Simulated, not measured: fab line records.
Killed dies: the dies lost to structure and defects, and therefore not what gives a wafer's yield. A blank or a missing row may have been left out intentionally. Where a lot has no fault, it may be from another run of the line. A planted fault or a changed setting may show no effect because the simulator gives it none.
The tool behind it: which one? -- flow gf180mcu -- at 1 step of a route of 602, 24 lots with 72 wafers sampled

## WHAT THE GAUGES READ, wafer by wafer
GF_V3_THK_MEAS_01.
lot,measured,on,V3_CVD_00_THK (nm)
L074,day 20 22:48,film metro-04,593 585 587
L075,day 21 03:34,film metro-03,594 588 595
L076,day 21 13:51,film metro-03,594 594 594
L077,day 22 05:16,film metro-03,608 601 590
L078,day 22 08:19,film metro-04,597 605 604
L079,day 22 16:40,film metro-04,597 600 594
L080,day 23 08:19,film metro-02,596 598 604
L081,day 23 13:44,film metro-03,606 601 594
L082,day 24 07:43,film metro-03,611 606 620
L083,day 24 21:34,film metro-04,609 605 613
L084,day 25 01:55,film metro-02,611 610 601
L085,day 25 19:35,film metro-02,600 602 585
L086,day 26 02:06,film metro-02,601 611 597
L087,day 26 10:25,film metro-03,601 617 599
L088,day 26 14:36,film metro-03,611 603 612
L090,day 27 04:19,film metro-04,593 605 587
L089,day 27 08:15,film metro-03,585 599 603
L092,day 27 18:45,film metro-03,583 603 598
L091,day 27 22:43,film metro-02,586 598 586
L093,day 28 03:52,film metro-02,600 593 590
L094,day 28 08:19,film metro-02,591 609 604
L096,day 28 14:10,film metro-02,612 613 596
L095,day 28 16:59,film metro-04,608 596 599
L097,day 29 04:49,film metro-04,608 599 607

## WHICH TOOL RAN EACH LOT (tool, then ch and the chambers of the sampled wafers, then the start)
No process step before these readings appears in the record.

## AS READ BY THE TOOLS THEMSELVES (means over the sampled wafers that have a number; for cases with no such wafer, the mark the record gives instead)
The record holds no such reading with a usual standard deviation.

## THE ANSWER, worked out from the rows above alone
Rule: what is usual is taken from the lots themselves. The widest of any qualifying gaps counts: lots, ordered by their means at a reading, are off when they make up no more than a third of the lots, leave a main group of 4 or more, and stand apart from it by 3 or more times the standard deviation of that group's means. The tables above print the reading to a certain number of digits; a main group whose means all agree to those digits is not used. A lot without any number at a reading at which 4 lots or more have one is off too. Where the step has rows for the other lots, those lots are counted as sound. First the gauges in route order, then the tools' own readings, where a lot's mean is used as printed above. The first step at which some lot is off is used, and at that step the reading that is off furthest; a lot without a number counts as furthest.
No lot is off at any reading shown: from this, nothing can be told.

## WHAT WAS PUT IN BY THE SIMULATOR
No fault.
